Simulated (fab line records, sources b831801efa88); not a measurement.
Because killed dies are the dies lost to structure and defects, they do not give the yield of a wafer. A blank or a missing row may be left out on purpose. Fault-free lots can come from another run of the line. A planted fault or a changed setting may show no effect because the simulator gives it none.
fab line records	flow sky130
record lots=15	wafers=45	last-day=50
route steps=708 shown VT_ADJUST_HVTP@94 PAD_OPEN@708
lots with no fault: from the same line, run without faults
start-h: the number of hours between the record's first day and the start of the first shown wafer of the lot	wait-h: hours since the lot's step before	" identical to the entry in the row above	L1.1+2: several wafers, shown together as one row	- no value, or no start given	* or withheld: withheld	< > ~ a bound
route shown NAME@n: names a module that has steps shown in the file, with the first one's number in the route	usual: mean/standard deviation taken from wafers without a fault	same: alike in all rows	chamber/n: place in a boat	sites: readings site by site	_std_site: their standard deviation	_edge_site: outer sites' mean less inner sites'	radius-mm: how far each site lies from the wafer's centre	mask NAME#n: copy n	behind: tool/chamber where the wafer was last shaped	hold: cause of the lot's hold/its duration in hours/its outcome	device: which transistor (n, p or np) failed to switch	end of line: the same wafers' tests at the end of the route	step lacking rows: just its recipe	killed: dies that structure and defects cost at the first sort, which is not the same as the wafer's yield	map: the dies of a wafer, with x for killed, . for not killed, _ for no die there
set.NAME: the setting that was run; set.NAME@STEP: the one run at that earlier step	model.NAME: the simulator's own value behind a step, which no gauge read
one table for each step of the route and one row for each wafer, over a sample of lots
services: when a tool's chamber went out of use (start-h, in hours from the record's first day, below 0 if earlier), for how many hours, and the reason
## steps
# step SKY_VT_ADJUST_HVTP_IMPLANT_09
# recipe species=As	energy-kev=150	dose-cm2=4.3e+12	tilt-deg=withheld
# usual dose-ions-cm2=4.3e+12/5.5e+09	faraday-current-uA=24.2/0.48
lot.wafer	tool	chamber	start-h	wait-h	dose-ions-cm2	faraday-current-uA
L619.3	implanter-03	0	126.75	0.1	4.298e+12	24.2
L619.5	"	0	"	"	4.289e+12	23.9
L619.6	"	0	"	"	4.297e+12	24.9
L620.1	implanter-04	0	140.25	0.0	4.296e+12	23.9
L620.2	"	0	"	"	4.289e+12	24.0
L620.4	"	0	"	"	4.292e+12	24.8
L622.3	implanter-01	0	148.53	0.1	4.31e+12	23.6
L622.4	"	0	"	"	4.31e+12	23.6
L622.5	"	0	"	"	4.302e+12	24.0
L621.1	implanter-03	0	148.78	0.0	4.294e+12	24.1
L621.2	"	0	"	"	4.308e+12	24.1
L621.5	"	0	"	"	4.309e+12	23.8
L623.2	implanter-04	0	155.76	0.4	4.307e+12	24.2
L623.3	"	0	"	"	4.304e+12	24.4
L623.5	"	0	"	"	4.314e+12	24.5
L627.4	implanter-04	0	174.47	0.1	6.634e+12	37.1
L627.5	"	0	"	"	6.632e+12	38.4
L627.6	"	0	"	"	6.629e+12	34.8
L628.2	implanter-04	0	179.88	0.0	6.624e+12	37.9
L628.3	"	0	"	"	6.633e+12	37.2
L628.6	"	0	"	"	6.625e+12	38.0
L631.1	implanter-04	0	199.00	0.0	6.643e+12	37.0
L631.3	"	0	"	"	6.647e+12	38.2
L631.6	"	0	"	"	6.641e+12	38.4
L635.1	implanter-03	0	222.63	0.0	4.306e+12	24.7
L635.3	"	0	"	"	4.307e+12	24.6
L635.5	"	0	"	"	4.306e+12	24.4
L636.3	implanter-01	0	227.11	0.2	4.301e+12	23.6
L636.4	"	0	"	"	4.309e+12	23.6
L636.5	"	0	"	"	4.306e+12	24.7
L637.3	implanter-03	0	234.58	0.1	4.304e+12	24.2
L637.4	"	0	"	"	4.299e+12	23.6
L637.5	"	0	"	"	4.3e+12	24.8
L639.1	implanter-01	0	250.45	0.0	4.301e+12	24.3
L639.2	"	0	"	"	4.298e+12	23.3
L639.5	"	0	"	"	4.296e+12	23.8
L640.1	implanter-03	0	253.48	0.0	4.306e+12	24.2
L640.4	"	0	"	"	4.299e+12	24.5
L640.6	"	0	"	"	4.308e+12	24.4
L641.2	implanter-01	0	263.82	0.0	4.306e+12	24.4
L641.4	"	0	"	"	4.301e+12	24.2
L641.5	"	0	"	"	4.302e+12	24.8
L642.4	implanter-03	0	270.77	0.1	4.294e+12	24.1
L642.5	"	0	"	"	4.3e+12	24.6
L642.6	"	0	"	"	4.3e+12	24.3
# step SKY_VT_ADJUST_HVTP_TW_MEAS_11
# usual VT_ADJUST_HVTP_TW=1338/6
lot.wafer	tool	chamber	start-h	wait-h	hold	VT_ADJUST_HVTP_TW
L619.3	film-metro-01	-	126.97	0.1	-	1341
L619.5	"	-	"	"	-	1343
L619.6	"	-	"	"	-	1335
L620.1	film-metro-04	-	140.50	0.1	-	1338
L620.2	"	-	"	"	-	1339
L620.4	"	-	"	"	-	1340
L622.3	film-metro-02	-	148.75	0.1	-	1346
L622.4	"	-	"	"	-	1337
L622.5	"	-	"	"	-	1341
L621.1	film-metro-02	-	149.03	0.1	-	1338
L621.2	"	-	"	"	-	1339
L621.5	"	-	"	"	-	1345
L623.2	film-metro-02	-	155.99	0.1	-	1335
L623.3	"	-	"	"	-	1341
L623.5	"	-	"	"	-	1337
L627.4	film-metro-02	-	174.68	0.1	await-dispo/0.2h/release	1537
L627.5	"	-	"	"	await-dispo/0.2h/release	1541
L627.6	"	-	"	"	await-dispo/0.2h/release	1540
L627.4	film-metro-02	-	174.91	0.2	-	1538
L627.5	"	-	"	"	-	1536
L627.6	"	-	"	"	-	1544
L628.2	film-metro-01	-	180.11	0.1	await-dispo/0.2h/release	1530
L628.3	"	-	"	"	await-dispo/0.2h/release	1524
L628.6	"	-	"	"	await-dispo/0.2h/release	1532
L628.2	film-metro-01	-	180.34	0.2	-	1525
L628.3	"	-	"	"	-	1523
L628.6	"	-	"	"	-	1533
L631.1	film-metro-02	-	199.25	0.1	await-dispo/0.2h/release	1533
L631.3	"	-	"	"	await-dispo/0.2h/release	1541
L631.6	"	-	"	"	await-dispo/0.2h/release	1542
L631.1	film-metro-02	-	199.48	0.2	-	1534
L631.3	"	-	"	"	-	1536
L631.6	"	-	"	"	-	1539
L635.1	film-metro-01	-	222.88	0.1	-	1344
L635.3	"	-	"	"	-	1340
L635.5	"	-	"	"	-	1330
L636.3	film-metro-02	-	227.33	0.1	-	1339
L636.4	"	-	"	"	-	1340
L636.5	"	-	"	"	-	1344
L637.3	film-metro-04	-	234.80	0.1	-	1348
L637.4	"	-	"	"	-	1355
L637.5	"	-	"	"	-	1341
L639.1	film-metro-02	-	250.70	0.1	-	1337
L639.2	"	-	"	"	-	1335
L639.5	"	-	"	"	-	1338
L640.1	film-metro-01	-	253.73	0.1	-	1340
L640.4	"	-	"	"	-	1339
L640.6	"	-	"	"	-	1336
L641.2	film-metro-04	-	264.06	0.1	-	1340
L641.4	"	-	"	"	-	1345
L641.5	"	-	"	"	-	1342
L642.4	film-metro-04	-	270.98	0.1	-	1343
L642.5	"	-	"	"	-	1336
L642.6	"	-	"	"	-	1335
# step SKY_PAD_OPEN_PROBE_99
# usual killed_at_M0_to_M3=43/7.3	killed_at_M4_up=3.6/1.9	killed-at-contacts=23/5.3	killed-at-front-end=15/4.5	killed-at-other=0.3/0.72	killed-dies=85/9.4	killed-on-rim=17/4.2	killed-open=46/6.7	killed-short=38/6.8
# same gross-dies=492	killed-at-back-side=0
lot.wafer	tool	chamber	start-h	wait-h	hold	killed_at_M0_to_M3	killed_at_M4_up	killed-at-contacts	killed-at-front-end	killed-at-other	killed-dies	killed-on-rim	killed-open	killed-short
L619.3	prober-01	-	1076.26	0.2	-	53	4	16	9	2	84	18	42	41
L619.5	prober-01	-	1076.36	0.2	-	44	2	26	17	0	89	13	48	40
L619.6	prober-01	-	1076.41	0.2	-	25	3	25	13	5	71	16	41	25
L620.1	prober-02	-	1087.99	0.1	-	43	4	24	15	0	86	14	49	37
L620.2	prober-02	-	1088.04	0.1	-	39	4	32	13	1	89	17	41	48
L620.4	prober-02	-	1088.14	0.2	-	38	3	19	21	1	82	17	40	42
L622.3	prober-01	-	1099.16	0.2	-	40	2	17	10	0	69	11	45	24
L622.4	prober-01	-	1099.21	0.2	-	44	7	26	16	3	96	17	52	41
L622.5	prober-01	-	1099.26	0.2	-	48	2	27	13	1	91	13	51	39
L621.1	prober-02	-	1103.47	0.1	-	46	3	30	19	0	98	25	61	37
L621.2	prober-02	-	1103.52	0.1	-	58	9	29	8	0	104	23	67	37
L621.5	prober-02	-	1103.67	0.2	-	52	3	29	20	3	107	34	55	52
L623.2	prober-01	-	1109.92	0.1	-	38	3	17	10	0	68	15	44	22
L623.3	prober-01	-	1109.97	0.2	-	56	5	20	23	0	104	25	57	47
L623.5	prober-01	-	1110.07	0.2	-	49	2	32	9	0	92	19	47	44
L627.4	prober-01	-	1129.18	0.2	await-dispo/7.6h/release	33	3	15	20	0	71	7	40	31
L627.5	prober-01	-	1129.23	0.2	await-dispo/7.6h/release	39	4	34	14	0	91	18	55	36
L627.6	prober-01	-	1129.28	0.2	await-dispo/7.6h/release	46	3	23	17	0	89	22	52	34
L628.2	prober-02	-	1134.27	0.1	await-dispo/3.5h/release	25	4	24	13	2	68	11	40	27
L628.3	prober-02	-	1134.32	0.2	await-dispo/3.5h/release	45	2	21	12	0	80	13	43	37
L628.6	prober-02	-	1134.47	0.2	await-dispo/3.5h/release	48	7	23	19	0	97	24	60	37
L631.1	prober-02	-	1164.21	0.1	await-dispo/2.5h/release	23	4	29	18	0	74	13	40	34
L631.3	prober-02	-	1164.31	0.2	await-dispo/2.5h/release	34	2	21	13	0	70	14	35	35
L631.6	prober-02	-	1164.46	0.3	await-dispo/2.5h/release	41	6	24	17	0	88	17	54	34
L635.1	prober-01	-	1169.47	0.1	-	35	5	20	20	0	80	15	45	34
L635.3	prober-01	-	1169.57	0.2	-	27	4	26	13	0	70	14	41	29
L635.5	prober-01	-	1169.67	0.2	-	40	1	18	21	0	80	25	44	35
L636.3	prober-01	-	1173.42	0.2	-	51	1	22	9	0	83	14	39	44
L636.4	prober-01	-	1173.47	0.2	-	36	5	23	28	0	92	21	52	40
L636.5	prober-01	-	1173.52	0.2	-	58	6	15	16	0	95	17	54	41
L637.3	prober-02	-	1180.51	0.2	-	39	2	25	14	0	80	13	38	42
L637.4	prober-02	-	1180.56	0.2	-	45	7	32	17	0	101	18	59	42
L637.5	prober-02	-	1180.61	0.2	-	44	3	28	7	0	82	17	43	39
L640.1	prober-02	-	1190.51	0.1	-	44	5	17	20	0	86	12	45	41
L640.4	prober-02	-	1190.66	0.2	-	43	4	19	13	0	79	17	38	41
L640.6	prober-02	-	1190.76	0.2	-	39	3	13	16	0	71	13	32	39
L639.1	prober-01	-	1192.01	0.1	-	26	3	29	10	0	68	13	42	26
L639.2	prober-01	-	1192.06	0.1	-	33	1	28	25	1	88	18	49	39
L639.5	prober-01	-	1192.21	0.2	-	41	2	20	12	0	75	16	35	40
L641.2	prober-02	-	1198.13	0.1	-	40	4	27	13	0	84	11	42	42
L641.4	prober-02	-	1198.23	0.2	-	46	7	28	9	0	90	24	56	34
L641.5	prober-02	-	1198.28	0.2	-	37	6	27	14	0	84	19	35	49
L642.4	prober-01	-	1203.35	0.2	-	47	3	25	12	1	88	21	41	45
L642.5	prober-01	-	1203.40	0.2	-	46	4	25	13	0	88	18	50	37
L642.6	prober-01	-	1203.45	0.2	-	55	3	13	6	0	77	12	46	31
# killed by level:class
L619.3 VIA2:geometric-particle:open=10 VIA1:geometric-particle:open=8 METAL2:geometric-particle:short=6 METAL3:geometric-particle:short=6 CONTACT:geometric-particle:open=5 METAL1:geometric-particle:short=5 VIA3:geometric-particle:short=5 LI_CONTACT:geometric-particle:open=4
L619.5 CONTACT:geometric-particle:open=8 VIA2:geometric-particle:open=7 FIELD_ISO:geometric-particle:open=6 LI_CONTACT:geometric-particle:open=6 VIA3:geometric-particle:open=6 CONTACT:geometric-particle:short=5 VIA1:geometric-particle:open=5 METAL2:geometric-particle:short=5
L619.6 LI_CONTACT:geometric-particle:open=9 VIA1:geometric-particle:open=6 LOCAL_INTERCONNECT:geometric-particle:short=5 PASSIVATION:coat-microbubble-printed=5 CONTACT:geometric-particle:short=5 POLY_GATE:geometric-particle:open=4 CONTACT:geometric-particle:open=4 FIELD_ISO:geometric-particle:open=3
L620.1 VIA1:geometric-particle:open=15 LI_CONTACT:geometric-particle:open=10 VIA2:geometric-particle:open=7 FIELD_ISO:geometric-particle:short=6 CONTACT:geometric-particle:open=6 VIA1:geometric-particle:short=6 CONTACT:geometric-particle:short=4 METAL2:geometric-particle:short=4
L620.2 CONTACT:geometric-particle:open=11 LI_CONTACT:geometric-particle:open=7 VIA1:geometric-particle:open=7 LOCAL_INTERCONNECT:geometric-particle:short=6 METAL2:geometric-particle:short=6 CONTACT:geometric-particle:short=6 METAL1:geometric-particle:short=6 VIA2:geometric-particle:open=5
L620.4 FIELD_ISO:geometric-particle:short=9 VIA3:geometric-particle:open=8 LI_CONTACT:geometric-particle:open=5 VIA1:geometric-particle:open=5 VIA2:geometric-particle:open=5 POLY_GATE:geometric-particle:open=4 LOCAL_INTERCONNECT:geometric-particle:short=4 CONTACT:geometric-particle:open=4
L622.3 VIA3:geometric-particle:open=10 CONTACT:geometric-particle:open=9 VIA1:geometric-particle:open=7 LI_CONTACT:geometric-particle:open=5 VIA1:geometric-particle:short=5 METAL2:geometric-particle:short=5 FIELD_ISO:geometric-particle:open=4 VIA2:geometric-particle:open=4
L622.4 METAL2:geometric-particle:short=9 VIA1:geometric-particle:open=8 CONTACT:geometric-particle:open=8 VIA2:geometric-particle:open=8 LOCAL_INTERCONNECT:geometric-particle:short=6 VIA3:geometric-particle:open=6 LI_CONTACT:geometric-particle:open=5 METAL1:geometric-particle:short=5
L622.5 CONTACT:geometric-particle:open=12 VIA2:geometric-particle:open=11 VIA1:geometric-particle:open=10 METAL1:geometric-particle:short=6 METAL2:geometric-particle:short=6 LI_CONTACT:geometric-particle:open=5 FIELD_ISO:geometric-particle:open=4 FIELD_ISO:geometric-particle:short=4
L621.1 VIA2:geometric-particle:open=12 LI_CONTACT:geometric-particle:open=10 CONTACT:geometric-particle:open=9 VIA1:geometric-particle:open=9 FIELD_ISO:geometric-particle:open=7 VIA3:geometric-particle:open=6 CONTACT:geometric-particle:short=5 METAL1:geometric-particle:short=5
L621.2 VIA1:geometric-particle:open=14 CONTACT:geometric-particle:open=12 VIA3:geometric-particle:open=9 LI_CONTACT:geometric-particle:open=8 VIA2:geometric-particle:open=8 VIA1:geometric-particle:short=6 METAL1:geometric-particle:short=5 VIA2:geometric-particle:short=5
L621.5 VIA3:geometric-particle:open=12 VIA1:geometric-particle:open=10 VIA2:geometric-particle:open=8 LI_CONTACT:geometric-particle:open=6 LI_CONTACT:geometric-particle:short=6 CONTACT:geometric-particle:short=6 METAL1:geometric-particle:short=6 METAL2:geometric-particle:short=6
L623.2 VIA1:geometric-particle:open=15 CONTACT:geometric-particle:open=8 METAL1:geometric-particle:short=6 VIA3:geometric-particle:open=5 FIELD_ISO:geometric-particle:open=4 LOCAL_INTERCONNECT:geometric-particle:short=4 VIA1:geometric-particle:short=4 POLY_GATE:geometric-particle:open=3
L623.3 VIA1:geometric-particle:open=14 CONTACT:geometric-particle:open=10 VIA3:geometric-particle:open=10 FIELD_ISO:geometric-particle:open=7 FIELD_ISO:geometric-particle:short=6 VIA1:geometric-particle:short=6 VIA2:geometric-particle:open=6 METAL1:geometric-particle:short=5
L623.5 CONTACT:geometric-particle:open=13 METAL1:geometric-particle:short=8 LI_CONTACT:geometric-particle:open=7 CONTACT:geometric-particle:short=7 VIA1:geometric-particle:open=7 VIA1:geometric-particle:short=6 METAL2:geometric-particle:short=6 VIA3:geometric-particle:open=5
L627.4 VIA1:geometric-particle:open=8 CONTACT:geometric-particle:open=7 METAL2:geometric-particle:short=7 POLY_GATE:geometric-particle:short=6 FIELD_ISO:geometric-particle:open=4 POLY_GATE:geometric-particle:open=4 LI_CONTACT:geometric-particle:open=4 CONTACT:geometric-particle:short=4
L627.5 CONTACT:geometric-particle:open=15 VIA1:geometric-particle:open=14 LI_CONTACT:geometric-particle:open=7 VIA3:geometric-particle:open=7 FIELD_ISO:geometric-particle:short=5 VIA2:geometric-particle:open=5 LOCAL_INTERCONNECT:geometric-particle:short=5 CONTACT:geometric-particle:short=5
L627.6 CONTACT:geometric-particle:open=11 VIA2:geometric-particle:open=8 VIA3:geometric-particle:open=7 METAL1:geometric-particle:short=6 VIA1:geometric-particle:open=6 VIA1:geometric-particle:short=5 LI_CONTACT:geometric-particle:open=4 FIELD_ISO:geometric-particle:short=3
L628.2 CONTACT:geometric-particle:open=10 LI_CONTACT:geometric-particle:open=8 VIA2:geometric-particle:open=6 METAL2:geometric-particle:short=5 POLY_GATE:geometric-particle:open=4 FIELD_ISO:geometric-particle:open=3 LOCAL_INTERCONNECT:geometric-particle:short=3 METAL1:geometric-particle:short=3
L628.3 VIA3:geometric-particle:open=9 METAL2:geometric-particle:short=9 VIA1:geometric-particle:open=8 LI_CONTACT:geometric-particle:open=7 CONTACT:geometric-particle:open=6 METAL1:geometric-particle:short=6 VIA1:geometric-particle:short=5 POLY_GATE:geometric-particle:open=4
L628.6 VIA3:geometric-particle:open=13 CONTACT:geometric-particle:open=12 VIA1:geometric-particle:open=7 FIELD_ISO:geometric-particle:short=5 POLY_GATE:geometric-particle:open=5 LI_CONTACT:geometric-particle:open=5 METAL2:geometric-particle:short=5 VIA3:geometric-particle:short=5
L631.1 CONTACT:geometric-particle:open=11 POLY_GATE:geometric-particle:open=8 LI_CONTACT:geometric-particle:open=8 METAL2:geometric-particle:short=5 CONTACT:geometric-particle:short=4 METAL4:geometric-particle:short=4 POLY_GATE:geometric-particle:short=3 LOCAL_INTERCONNECT:geometric-particle:short=3
L631.3 CONTACT:geometric-particle:open=7 VIA1:geometric-particle:short=6 LI_CONTACT:geometric-particle:open=6 METAL1:geometric-particle:short=6 LOCAL_INTERCONNECT:geometric-particle:short=5 METAL2:geometric-particle:short=5 VIA2:geometric-particle:open=5 POLY_GATE:geometric-particle:open=4
L631.6 CONTACT:geometric-particle:open=9 VIA3:geometric-particle:open=8 VIA1:geometric-particle:open=8 VIA2:geometric-particle:open=6 METAL1:geometric-particle:short=6 FIELD_ISO:geometric-particle:open=4 POLY_GATE:geometric-particle:open=4 LI_CONTACT:geometric-particle:open=4
L635.1 VIA1:geometric-particle:open=10 LI_CONTACT:geometric-particle:open=8 FIELD_ISO:geometric-particle:short=5 POLY_GATE:geometric-particle:open=5 CONTACT:geometric-particle:short=5 POLY_GATE:geometric-particle:short=4 VIA3:geometric-particle:open=4 VIA2:geometric-particle:open=4
L635.3 CONTACT:geometric-particle:open=12 VIA2:geometric-particle:open=10 LI_CONTACT:geometric-particle:open=5 FIELD_ISO:geometric-particle:short=4 CONTACT:geometric-particle:short=4 VIA1:geometric-particle:open=4 METAL1:geometric-particle:short=3 METAL2:geometric-particle:short=3
L635.5 CONTACT:geometric-particle:open=9 METAL2:geometric-particle:short=7 VIA3:geometric-particle:open=7 POLY_GATE:geometric-particle:open=6 VIA2:geometric-particle:open=5 POLY_GATE:geometric-particle:short=4 LI_CONTACT:geometric-particle:open=4 VIA1:geometric-particle:open=4
L636.3 VIA1:geometric-particle:open=10 VIA1:geometric-particle:short=7 VIA2:geometric-particle:open=7 METAL3:geometric-particle:short=7 VIA3:geometric-particle:open=6 LI_CONTACT:geometric-particle:open=5 LOCAL_INTERCONNECT:geometric-particle:short=5 FIELD_ISO:geometric-particle:short=4
L636.4 CONTACT:geometric-particle:open=12 POLY_GATE:geometric-particle:short=8 POLY_GATE:geometric-particle:open=8 LI_CONTACT:geometric-particle:open=6 METAL1:geometric-particle:short=6 METAL2:geometric-particle:short=6 FIELD_ISO:geometric-particle:open=5 VIA1:geometric-particle:short=5
L636.5 VIA1:geometric-particle:open=14 VIA1:geometric-particle:short=10 VIA3:geometric-particle:open=7 POLY_GATE:geometric-particle:open=6 CONTACT:geometric-particle:open=6 METAL3:geometric-particle:short=6 METAL2:geometric-particle:short=6 VIA2:geometric-particle:open=6
L637.3 CONTACT:geometric-particle:open=8 METAL1:geometric-particle:short=8 VIA1:geometric-particle:short=7 VIA2:geometric-particle:open=7 VIA1:geometric-particle:open=6 LI_CONTACT:geometric-particle:short=5 FIELD_ISO:geometric-particle:short=4 LI_CONTACT:geometric-particle:open=4
L637.4 LI_CONTACT:geometric-particle:open=12 VIA1:geometric-particle:open=11 CONTACT:geometric-particle:open=7 CONTACT:geometric-particle:short=7 VIA2:geometric-particle:open=7 METAL1:geometric-particle:short=6 VIA1:geometric-particle:short=6 VIA3:geometric-particle:open=6
L637.5 LI_CONTACT:geometric-particle:open=11 VIA2:geometric-particle:open=9 VIA1:geometric-particle:open=8 VIA1:geometric-particle:short=7 CONTACT:geometric-particle:short=6 VIA3:geometric-particle:open=5 LOCAL_INTERCONNECT:geometric-particle:short=5 METAL1:geometric-particle:short=5
L640.1 VIA1:geometric-particle:open=13 METAL1:geometric-particle:short=7 FIELD_ISO:geometric-particle:open=6 LI_CONTACT:geometric-particle:open=6 CONTACT:geometric-particle:open=6 FIELD_ISO:geometric-particle:short=5 METAL4:geometric-particle:short=4 METAL2:geometric-particle:short=3
L640.4 VIA3:geometric-particle:short=7 VIA1:geometric-particle:open=6 CONTACT:geometric-particle:open=6 METAL1:geometric-particle:short=6 METAL3:geometric-particle:short=6 FIELD_ISO:geometric-particle:open=5 CONTACT:geometric-particle:short=5 VIA3:geometric-particle:open=5
L640.6 METAL1:geometric-particle:short=10 METAL2:geometric-particle:short=8 CONTACT:geometric-particle:open=6 VIA1:geometric-particle:open=6 FIELD_ISO:geometric-particle:short=5 VIA3:geometric-particle:open=4 FIELD_ISO:geometric-particle:open=3 LI_CONTACT:geometric-particle:open=3
L639.1 CONTACT:geometric-particle:open=14 VIA1:geometric-particle:open=5 FIELD_ISO:geometric-particle:open=4 LI_CONTACT:geometric-particle:short=4 LI_CONTACT:geometric-particle:open=4 LOCAL_INTERCONNECT:geometric-particle:short=3 CONTACT:geometric-particle:short=3 VIA3:geometric-particle:open=3
L639.2 CONTACT:geometric-particle:open=9 VIA2:geometric-particle:open=9 FIELD_ISO:geometric-particle:short=8 LI_CONTACT:geometric-particle:open=8 FIELD_ISO:geometric-particle:open=6 POLY_GATE:geometric-particle:short=6 VIA1:geometric-particle:open=6 METAL2:geometric-particle:short=6
L639.5 CONTACT:geometric-particle:open=9 VIA1:geometric-particle:open=9 METAL2:geometric-particle:short=8 VIA1:geometric-particle:short=7 METAL1:geometric-particle:short=5 CONTACT:geometric-particle:short=4 VIA3:geometric-particle:open=4 FIELD_ISO:geometric-particle:short=3
L641.2 CONTACT:geometric-particle:open=10 VIA1:geometric-particle:open=9 VIA2:geometric-particle:open=7 METAL1:geometric-particle:short=6 VIA1:geometric-particle:short=6 LI_CONTACT:geometric-particle:open=5 LOCAL_INTERCONNECT:geometric-particle:short=5 CONTACT:geometric-particle:short=5
L641.4 VIA3:geometric-particle:open=13 LI_CONTACT:geometric-particle:open=10 CONTACT:geometric-particle:open=9 METAL2:geometric-particle:short=9 VIA1:geometric-particle:open=8 FIELD_ISO:geometric-particle:open=6 CONTACT:geometric-particle:short=5 METAL4:geometric-particle:short=4
L641.5 CONTACT:geometric-particle:open=11 METAL1:geometric-particle:short=8 LI_CONTACT:geometric-particle:open=7 METAL2:geometric-particle:short=7 FIELD_ISO:geometric-particle:short=6 METAL4:geometric-particle:short=6 LOCAL_INTERCONNECT:geometric-particle:short=5 VIA1:geometric-particle:short=4
L642.4 VIA1:geometric-particle:open=11 LI_CONTACT:geometric-particle:open=8 CONTACT:geometric-particle:open=7 VIA2:geometric-particle:open=6 FIELD_ISO:geometric-particle:short=5 METAL3:geometric-particle:short=5 VIA3:geometric-particle:short=5 METAL2:geometric-particle:short=4
L642.5 VIA1:geometric-particle:open=12 CONTACT:geometric-particle:open=9 VIA3:geometric-particle:open=7 LI_CONTACT:geometric-particle:open=6 LOCAL_INTERCONNECT:geometric-particle:short=5 VIA2:geometric-particle:open=5 METAL1:geometric-particle:short=5 VIA1:geometric-particle:short=4
L642.6 VIA1:geometric-particle:open=10 VIA3:geometric-particle:open=10 VIA2:geometric-particle:open=9 VIA1:geometric-particle:short=6 CONTACT:geometric-particle:open=5 METAL1:geometric-particle:short=5 METAL2:geometric-particle:short=5 LI_CONTACT:geometric-particle:open=4
## services
tool	chamber	start-h	hours	kind
implanter-01	-	125.80	0.8	repair
implanter-01	-	149.44	15.7	pm
implanter-03	-	154.36	5.4	pm
implanter-03	-	166.89	2.1	repair
implanter-01	-	178.81	3.4	repair
implanter-01	-	188.03	0.9	repair
implanter-01	-	204.37	0.5	repair
implanter-03	-	241.00	1.8	repair
implanter-01	-	248.10	2.3	repair
implanter-03	-	263.39	1.2	repair
implanter-01	-	265.62	8.4	repair
## key
first-sign step=SKY_VT_ADJUST_HVTP_IMPLANT_09	reading=dose-ions-cm2	direction=up	sigmas=99+	usual=*	struck=*
effect step=SKY_VT_ADJUST_HVTP_IMPLANT_09	reading=faraday-current-uA	direction=up	sigmas=27	usual=24.2	struck=37.4
effect step=SKY_VT_ADJUST_HVTP_TW_MEAS_11	reading=visit	direction=added
effect step=SKY_VT_ADJUST_HVTP_TW_MEAS_11	reading=VT_ADJUST_HVTP_TW	direction=up	sigmas=33	usual=1338	struck=1536
effect step=SKY_PAD_OPEN_PROBE_99	reading=hold	direction=added
met-at SKY_VT_ADJUST_HVTP_IMPLANT_09
struck-lots L627,L628,L631
tester-left-out L627,L628,L631
onset-between 155.76 174.47
fault kind=process-parameter-drift	tool=implanter-04	chamber=-	onset-h=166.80	steps=SKY_VT_ADJUST_HVTP_IMPLANT_09	channel=dose-cm2	offset=*	shape=step	end-h=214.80	acts-in=*	stated=*
# tester-left-out: of these lots the tester's yield and bins aren't shown, on N5 and GAA mostly nor the transistor test; their killed dies are dies lost to structure and defects alone, not to doping, threshold or leakage, so they don't give the yield
